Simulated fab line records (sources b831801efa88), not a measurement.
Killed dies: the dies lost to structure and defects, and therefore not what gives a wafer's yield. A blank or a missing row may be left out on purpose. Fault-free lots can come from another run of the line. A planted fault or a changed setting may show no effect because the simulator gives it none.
Problem report, 8D (eight disciplines) form, completed by code    flow gf180mcu    the parts of the form that need people (team, actions taken, sign-off) are left out

## 1. THE ISSUE
HV_LDD_RS at GF_HV_LDD_RS_MEAS_53 reads a mean of 404.6 ohm/sq on 6 wafers of 2 lots; wafers without a fault read 418.6 ohm/sq with a standard deviation of 0.85. Measured from the usual mean, that is -16 standard deviations.
The step: measures by four-point-probe.
Earliest sighting: wafer L777.1 on film_metro-03 at day 16 00:16. Wafers with a number at this step in the record: 42, from 14 lots. By rule, "out" or "out of limits" means more than 4 standard deviations away from the usual mean. Any other wafer with a number is counted as sound.

## 2. WHAT THIS IS AND IS NOT
question                     is                            is not
which readings at this step  HV_LDD_RS                     -
which lots                   L777, L779                    L766, L767, L768, L770, L771, L782, L783, L784, L785, L787, L788, L789
which wafers of those lots   all that have a number        -
read on which gauges         film_metro-02, film_metro-03  film_metro-04
when                         from day 16 00:16             up to then (15 sound wafers); but 21 sound wafers of L782, L783, L784, L785, L787, L788, L789 came after

## 3. THE SUSPECTS, EACH WITH WHAT RULES IT OUT
Counting: a tool at any process step up to the reading remains a suspect when it ran all the lots that are out and ran no sound lot after the first of those.
- the gauge at GF_HV_LDD_RS_MEAS_53 is ruled out. The wafers that are out were read on 2 gauges (film_metro-02, film_metro-03).
- implanter-03 at GF_HV_LDD_IMPLANT_09: ruled out as a lasting fault. Sound lots L789 ran on it after its first lot that is out, L777 (day 13 07:11).
Left after counting: nothing in the record.

## 4. THE CAUSE (what the simulator had put in)
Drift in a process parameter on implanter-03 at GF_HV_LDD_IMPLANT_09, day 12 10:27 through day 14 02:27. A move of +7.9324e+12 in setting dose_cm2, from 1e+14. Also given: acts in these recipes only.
Counting ruled it out, wrongly: the rule takes a fault to strike every lot that its tool runs from its start on, and this one did not.

## 5. THE CHAIN OF EFFECTS, in route order
Each row: a reading whose mean over the struck wafers that have a number lies more than 3 standard deviations from the usual. Readings are gone through only where the record gives a usual standard deviation; hours: the median, over the lots, of the time from a lot's start at the first step in this table giving one to that lot's start at this step; sigmas: the change measured in usual standard deviations.
hours  step                  reading             usual         on struck wafers  change       sigmas
0      GF_HV_LDD_IMPLANT_09  dose_ions_cm2       1.0001e+14    1.0787e+14        +7.8583e+12  +84
0      GF_HV_LDD_IMPLANT_09  faraday_current_uA  561           614               +54          +5.3
66     GF_HV_LDD_RS_MEAS_53  HV_LDD_RS           418.6 ohm/sq  404.6             -14.0        -16
Here are the process steps it includes:
- GF_HV_LDD_IMPLANT_09
Later measuring or inspecting steps at which every struck wafer that the step has a row for has a number for every such reading, and none has moved that far: GF_V1_RS_MEAS_24, GF_V2_THK_MEAS_01.

## 6. HOW IT WOULD HAVE BEEN CAUGHT EARLIER
86 hours passed between the start of the fault at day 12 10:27 and the first reading out of limits at a measuring or inspecting step in this record, taken at day 16 00:16.
At GF_HV_LDD_IMPLANT_09, the tool's own readings (dose_ions_cm2, faraday_current_uA) were out on each struck wafer the step has a row for, so an alarm limit on them would have fired on the first such wafer.
